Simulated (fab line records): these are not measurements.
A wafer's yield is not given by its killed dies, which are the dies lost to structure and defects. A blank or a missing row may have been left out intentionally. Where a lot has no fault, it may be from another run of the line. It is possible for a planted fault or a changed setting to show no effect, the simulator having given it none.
Problem report, 8D (eight disciplines) form, completed by code	flow gf180mcu	the parts of the form that need people (team, actions taken, sign-off) are left out

1. THE PROBLEM
cdNm at GF_V1_CD_MEAS_14 reads a mean of 275.5 nm on 7 wafers of 4 lots; wafers without a fault read 260.3 nm with a standard deviation of 1.2. That puts it +13 standard deviations away from the usual mean.
The step: target cd 260 nm.
Seen first at day 25 04:36 on cdSem-01, wafer L303.2. Wafers with a number at this step in the record: 39, from 13 lots. The rule behind "out" and "out of limits": a value lying over 4 standard deviations away from the usual mean. The other wafers with a number count as sound.

2. WHAT IT IS; WHAT IT IS NOT
question	is	is not
which readings at this step	cdNm	-
which lots	L303, L304, L306, L307	L289, L291, L293, L296, L298, L300, L301, L302, L310
which wafers of those lots	L303.2, L304.2, L304.5, L306.5, L307.2, L307.3, L307.5	L303.1, L303.4, L304.6, L306.4, L306.6
read on which gauges	cdSem-01, cdSem-02	-
when	from day 25 04:36	up to then (26 sound wafers); but 6 sound wafers of L304, L306, L310 came after

3. SUSPECTS, AND WHAT RULES EACH OUT
Counting: any tool at a process step up to the reading remains a suspect provided it ran every lot that is out. Sound lots after the first of them don't rule it out here, since some wafers of a struck lot are sound.
- the gauge at GF_V1_CD_MEAS_14 is ruled out. 2 gauges (cdSem-01, cdSem-02) read the wafers that are out.
- krfScanner-02 at GF_V1_EXPOSE_11 (exposes mask Via1, target cd 260 nm): kept. It processed each lot that is out (first: L303, day 24 16:56); up to then, its last sound lot is L301 (day 24 06:21).
The count leaves krfScanner-02 at GF_V1_EXPOSE_11.

4. THE CAUSE (what the simulator had put in)
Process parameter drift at GF_V1_EXPOSE_11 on krfScanner-02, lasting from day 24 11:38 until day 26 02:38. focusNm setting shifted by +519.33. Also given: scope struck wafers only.
The count eliminated every tool but this one.

5. THE EFFECT CHAIN, in route order
One row per reading whose mean, taken over the struck wafers that have a number, lies over 3 standard deviations from the usual. Only readings whose record carries a usual standard deviation are examined. hours: median over the lots of the time between each lot's start at the first step of this table that gives one and its start at this step. sigmas: the change, counted in usual standard deviations.
hours	step	reading	usual	on struck wafers	change	sigmas
0	GF_V1_CD_MEAS_14	cdNm	260.3 nm	275.5	+15.2	+13

6. WHAT WOULD HAVE CAUGHT IT SOONER
17 hours passed between the start of the fault at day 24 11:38 and the first reading out of limits at a measuring or inspecting step in this record, taken at day 25 04:36.
L306, L307, from the lots that are out (4), started GF_V1_EXPOSE_11 on krfScanner-02 later than day 25 04:36. A hold on the tool at that time would have spared those 2.
